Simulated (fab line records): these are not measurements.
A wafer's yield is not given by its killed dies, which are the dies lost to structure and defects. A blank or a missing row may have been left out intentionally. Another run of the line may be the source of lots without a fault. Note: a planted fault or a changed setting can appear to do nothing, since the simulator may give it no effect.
Matching of chambers || flow gf180mcu || 4 sister chambers for GF_V5_CMP_26 on cmp-02
The step polishes, stops on SiO2, t overpolish 15 s, target thk 0 nm. 8 wafers are shown with their chamber, then 10 later ones without.

WAFERS WITH THEIR CHAMBER
{"wafer": "L084.1", "chamber": 2, "motorCurrentA (A)": 8.8, "timeToEndpointS (s)": 83}
{"wafer": "L084.3", "chamber": 3, "motorCurrentA (A)": 11.7, "timeToEndpointS (s)": 87}
{"wafer": "L085.6", "chamber": 3, "motorCurrentA (A)": 11.9, "timeToEndpointS (s)": 83}
{"wafer": "L086.2", "chamber": 2, "motorCurrentA (A)": 9.1, "timeToEndpointS (s)": 80}
{"wafer": "L086.3", "chamber": 1, "motorCurrentA (A)": 10.2, "timeToEndpointS (s)": 77}
{"wafer": "L086.6", "chamber": 0, "motorCurrentA (A)": 9.9, "timeToEndpointS (s)": 83}
{"wafer": "L087.1", "chamber": 1, "motorCurrentA (A)": 9.7, "timeToEndpointS (s)": 84}
{"wafer": "L087.2", "chamber": 0, "motorCurrentA (A)": 10.7, "timeToEndpointS (s)": 89}

WAFERS WITHOUT THEIR CHAMBER
{"wafer": "L087.3", "motorCurrentA (A)": 8.9, "timeToEndpointS (s)": 86}
{"wafer": "L089.4", "motorCurrentA (A)": 11.5, "timeToEndpointS (s)": 82}
{"wafer": "L089.5", "motorCurrentA (A)": 11.2, "timeToEndpointS (s)": 87}
{"wafer": "L089.6", "motorCurrentA (A)": 10.6, "timeToEndpointS (s)": 83}
{"wafer": "L090.2", "motorCurrentA (A)": 10.7, "timeToEndpointS (s)": 79}
{"wafer": "L090.3", "motorCurrentA (A)": 11.7, "timeToEndpointS (s)": 81}
{"wafer": "L090.4", "motorCurrentA (A)": 10.2, "timeToEndpointS (s)": 83}
{"wafer": "L093.1", "motorCurrentA (A)": 9.3, "timeToEndpointS (s)": 81}
{"wafer": "L093.5", "motorCurrentA (A)": 12.2, "timeToEndpointS (s)": 81}
{"wafer": "L093.6", "motorCurrentA (A)": 10.4, "timeToEndpointS (s)": 87}

WHICH CHAMBER EACH WENT THROUGH
{"wafer": "L087.3", "from the rows above": 2, "in truth": 2}
{"wafer": "L089.4", "from the rows above": 3, "in truth": 3}
{"wafer": "L089.5", "from the rows above": "can't be placed: 3 or 0", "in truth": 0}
{"wafer": "L089.6", "from the rows above": "can't be placed: 0 or 1", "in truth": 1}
{"wafer": "L090.2", "from the rows above": "can't be placed: 1 or 0 or 3", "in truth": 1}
{"wafer": "L090.3", "from the rows above": 3, "in truth": 3}
{"wafer": "L090.4", "from the rows above": "can't be placed: 0 or 1", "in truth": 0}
{"wafer": "L093.1", "from the rows above": "can't be placed: 2 or 1", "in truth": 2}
{"wafer": "L093.5", "from the rows above": 3, "in truth": 3}
{"wafer": "L093.6", "from the rows above": "can't be placed: 0 or 1", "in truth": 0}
Correctly placed: 4 of 10. These rows do not allow placing 6 (true chamber among the candidates in 6). Placed wrongly: 0.
How it was worked out, from the rows above alone: a wafer's distance from a chamber is the root of the sum, over the readings, of the square of ((its reading less the chamber's mean) divided by the reading's scatter). If the next closest chamber is less than 2 further off than the closest, the wafer can't be placed; otherwise it belongs to the closest. For every chamber, the mean is computed from those of its wafers that are shown. The scatter: the root of (the sum of the squares of (reading less its chamber's mean) over the shown wafers, divided by (wafers less chambers)).
